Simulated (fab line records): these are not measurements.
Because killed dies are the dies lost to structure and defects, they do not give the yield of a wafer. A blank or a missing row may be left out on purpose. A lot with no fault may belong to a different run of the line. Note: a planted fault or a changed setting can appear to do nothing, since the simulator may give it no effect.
Comparing a struck lot with a sound one | flow sfq-line | 14 out of 325 route steps
Sound: these wafers, L486.1, L486.3, L486.5. Struck: wafer L492.6 (left out: L492.2, L492.5 of the same lot, which were not struck); the cause appears at the end.
Order at every step that has rows: each side's tool, ch and its chambers, its first start. Under that, the readings that differ: sound wafers | struck wafers | difference of the means | sigmas: that difference in standard deviations of wafers without a fault.
alike: a reading whose means differ by less than 2 such deviations, as well as words and numbers matching on both sides. not compared: withheld readings; readings where some wafer has no value; bounds like >300 that might hide an equal value; numbers whose values overlap and for which the record gives no deviation.
A row with sigmas, a row that says differs or no value, or rows on one side alone: a step with any of these is where the two part. When numbers do not overlap yet have no deviation, they are printed without sigmas and do not part them. A reading that every wafer of one side lacks parts them only if that side has two wafers or more.

first, 2 steps without rows for these wafers: SFQ_TRILAYER_I2_VIA_STRIP_SOLV_CLEAN_072 (cleans in NMP, time 600 s); SFQ_TRILAYER_M3_DEP_PRE_CLEAN_074 (time 22.5 s).
SFQ_TRILAYER_M3_DEP_SPUTTER_073: material Nb, target thk 200 nm, time 133.3 s.
  sound on pvd-sputter-06 at day 31 20:20; struck on pvd-sputter-04 at day 32 10:56
  alike: throttle-valve-pct
SFQ_M3_RS_MEAS_919: measurement is done with a four-point probe.
  sound on film-metro-03 at day 31 20:25; struck on film-metro-02 at day 32 11:02
  alike: M3_NB_RS
then, 6 steps without rows for these wafers: SFQ_TRILAYER_M3_LITHO_COAT_080 (resist thk 62 nm); SFQ_TRILAYER_M3_LITHO_COAT_075 (resist thk 600 nm); SFQ_TRILAYER_M3_LITHO_SOFTBAKE_079; SFQ_TRILAYER_M3_LITHO_EXPOSE_076 (exposes mask M3, target cd 500 nm); SFQ_TRILAYER_M3_LITHO_PEB_078 (peb time 60 s); SFQ_TRILAYER_M3_LITHO_DEVELOP_077 (time 60 s).
-- the record jumps here: 6 days lie between the struck wafers' starts before and after --
SFQ_M3_OVL_MEAS_921:
  sound on overlay-02 at day 37 23:39; struck on overlay-01 at day 38 14:03
  reading     | sound  | struck | difference | sigmas
  M3_OVL (nm) | 4 12 3 | -6     | -12        | -2
SFQ_TRILAYER_M3_BARC_OPEN_METAL_ETCH_100: etches BARC in O2, target depth 125 nm, time 41.7 s.
  sound on rie-metal-04 ch 0,1, day 37 23:41; struck on rie-metal-04 ch 0, day 38 14:05
  reading                                             | sound             | struck | difference | sigmas
  model.KrF_of_TRILAYER_M3_LITHO_COAT_075.thk-nm (nm) | 522.2 521.6 521.7 | 492.1  | -29.7      |
  alike: drypump-motor-current-A, oes-product-au
  not compared: rf-hours-counter-h
SFQ_TRILAYER_M3_ETCH_METAL_ETCH_078: etches Nb in Cl2/Ar, stops on SiO2, target depth 240 nm, time 120 s.
  sound on rie-metal-04 ch 0,1, day 37 23:44; struck on rie-metal-04 ch 0, day 38 14:08
  reading                                             | sound             | struck | difference | sigmas
  model.KrF_of_TRILAYER_M3_LITHO_COAT_075.thk-nm (nm) | 381.7 381.8 382.1 | 353.5  | -28.4      |
  alike: drypump-motor-current-A, oes-product-au
  not compared: rf-hours-counter-h
SFQ_TRILAYER_M3_STRIP_STRIP_079: strips in O2.
  sound on rie-metal-04 ch 0,1, day 37 23:52; struck on rie-metal-04 ch 0, day 38 14:16
  alike: drypump-motor-current-A, oes-product-au
  not compared: rf-hours-counter-h

## WHERE THEY PART
Within this record, at SFQ_M3_OVL_MEAS_921 only. Later steps at which nothing parts them and some readings are alike: SFQ_TRILAYER_M3_BARC_OPEN_METAL_ETCH_100, SFQ_TRILAYER_M3_ETCH_METAL_ETCH_078, SFQ_TRILAYER_M3_STRIP_STRIP_079.

WHY: the cause the simulator had injected
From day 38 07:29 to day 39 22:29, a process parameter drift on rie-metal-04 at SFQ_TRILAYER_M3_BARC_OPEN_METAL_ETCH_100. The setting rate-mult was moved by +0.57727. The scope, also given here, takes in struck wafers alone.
